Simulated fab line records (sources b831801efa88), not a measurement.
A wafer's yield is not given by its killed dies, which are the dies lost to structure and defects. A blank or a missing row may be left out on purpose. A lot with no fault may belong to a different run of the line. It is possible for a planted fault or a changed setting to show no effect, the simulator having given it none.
Chamber matching    flow gf180mcu    3 sister chambers for GF_V1_CVD_02 on pecvd-03
The step deposits SiO2 from TEOS, target thk 850 nm, time 94.851 s. 6 wafers are shown with their chamber, then 8 later ones without.

== WAFERS PAIRED WITH THEIR CHAMBERS ==
wafer   chamber  heaterPowerW (W)
L306.1  2        820
L309.5  1        692
L313.1  2        771
L313.2  0        588
L313.3  1        676
L316.1  0        648

== WAFERS WITHOUT THEIR CHAMBER ==
wafer   heaterPowerW (W)
L316.3  589
L316.5  647
L319.2  700
L319.4  552
L319.5  790
L320.2  658
L320.4  686
L320.6  580

== EACH ONE'S CHAMBER ==
wafer    from the rows above       in truth
L316.3   0                         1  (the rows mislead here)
L316.5   can't be placed: 0 or 1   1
L319.2   1                         1
L319.4   0                         0
L319.5   2                         2
L320.2   can't be placed: 1 or 0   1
L320.4   1                         1
L320.6   0                         0
Correct placement for 5 of the 8. Can't be placed from these rows: 2 (the true chamber is among the candidates in 2). Number placed wrongly: 1.
How it was worked out, from the rows above alone: a wafer's distance from a chamber is the root of the sum, over the readings, of the square of ((its reading less the chamber's mean) divided by the reading's scatter). If the next closest chamber is less than 2 further off than the closest, the wafer can't be placed; otherwise it belongs to the closest. The mean given for a chamber averages the wafers shown for that chamber. The scatter: the root of (the sum of the squares of (reading less its chamber's mean) over the shown wafers, divided by (wafers less chambers)).
